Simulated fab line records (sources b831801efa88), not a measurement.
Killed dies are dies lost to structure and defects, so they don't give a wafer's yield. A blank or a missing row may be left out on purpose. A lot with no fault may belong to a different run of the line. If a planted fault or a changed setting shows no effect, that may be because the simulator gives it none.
8D (eight disciplines) problem report, filled in by code / flow sky130 / the parts of the form that need people (team, actions taken, sign-off) are left out

== 1. PROBLEM STATEMENT ==
SPACER_CVD_00_THK at SKY_SPACER_THK_MEAS_01 reads a mean of 37.8 nm on 6 wafers of 2 lots; wafers without a fault read 43.3 nm with a standard deviation of 0.47. That puts it -12 standard deviations away from the usual mean.
Earliest sighting: wafer L791.1 on film metro-04 at day 28 04:00. The record holds 30 wafers of 10 lots with a number at this step. Rule for "out", or "out of limits": more than 4 standard deviations from the usual mean. The rest of the wafers with a number are treated as sound.

== 2. WHAT IT IS, WHAT IT ISN'T ==
question=which readings at this step; is=SPACER_CVD_00_THK; is not=-
question=which lots; is=L791, L792; is not=L777, L778, L780, L782, L785, L786, L787, L788
question=which wafers of those lots; is=all that have a number; is not=-
question=read on which gauges; is=film metro-04; is not=film metro-01, film metro-02
question=when; is=from day 28 04:00; is not=up to then (24 sound wafers)

== 3. WHAT RULES OUT EACH SUSPECT ==
Counting: a tool stays on the suspect list if, at a process step up to the reading, it processed all lots that are out and no sound lot following the first of them.
- the gauge at SKY_SPACER_THK_MEAS_01 has been ruled out. All the wafers that are out were read on film metro-04, but those of them that SKY_SPACER_ETCHBACK_02 has rows for are out there too, on other tools.
- lpcvd-02 at SKY_SPACER_CVD_00 (deposits Si3N4 from DCS/NH3, target thk 43.1 nm, time 740 s): kept. All lots that are out passed through it, beginning with L791 at day 28 02:47, and no sound lot followed; its final sound lot before that point was L788 at day 27 13:51.
The count leaves lpcvd-02 at SKY_SPACER_CVD_00.

== 4. THE CAUSE (what the simulator had put in) ==
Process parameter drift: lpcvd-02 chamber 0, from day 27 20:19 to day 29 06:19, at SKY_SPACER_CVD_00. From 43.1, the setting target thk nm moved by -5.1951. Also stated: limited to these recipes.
Only this tool survived the counting.

== 5. SEQUENCE OF EFFECTS, ordered by route ==
Rows list readings where the struck wafers' mean (over those with a number) sits beyond 3 standard deviations from the usual. Only readings for which the record gives a usual standard deviation are gone through. hours: the time from each lot's start at the first step in this table that gives one to its start at this step, as a median over the lots. sigmas: the change in usual standard deviations.
hours=0; step=SKY_SPACER_THK_MEAS_01; reading=SPACER_CVD_00_THK; usual=43.3 nm; on struck wafers=37.8; change=-5.5; sigmas=-12
hours=4; step=SKY_SPACER_ETCHBACK_02; reading=oes product au; usual=0.857 a.u.; on struck wafers=0.795; change=-0.062; sigmas=-9.4
The process steps in it:
- SKY_SPACER_ETCHBACK_02: etches Si3N4 in CH3F/O2, stops on SiO2, time 46.7 s, target depth 45 nm.

== 6. WHAT WOULD HAVE CAUGHT IT SOONER ==
In this record the first reading out of limits at a measuring or inspecting step was taken at day 28 04:00, 8 hours after the fault began at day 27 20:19.
An alarm limit of 4 standard deviations would not have fired on the tool readings at SKY_SPACER_CVD_00 for which the record gives a usual standard deviation, since none of them was out on any struck wafer.
L792, from the lots that are out (2), started SKY_SPACER_CVD_00 on lpcvd-02 later than day 28 04:00. Putting the tool on hold at that point would have spared it.
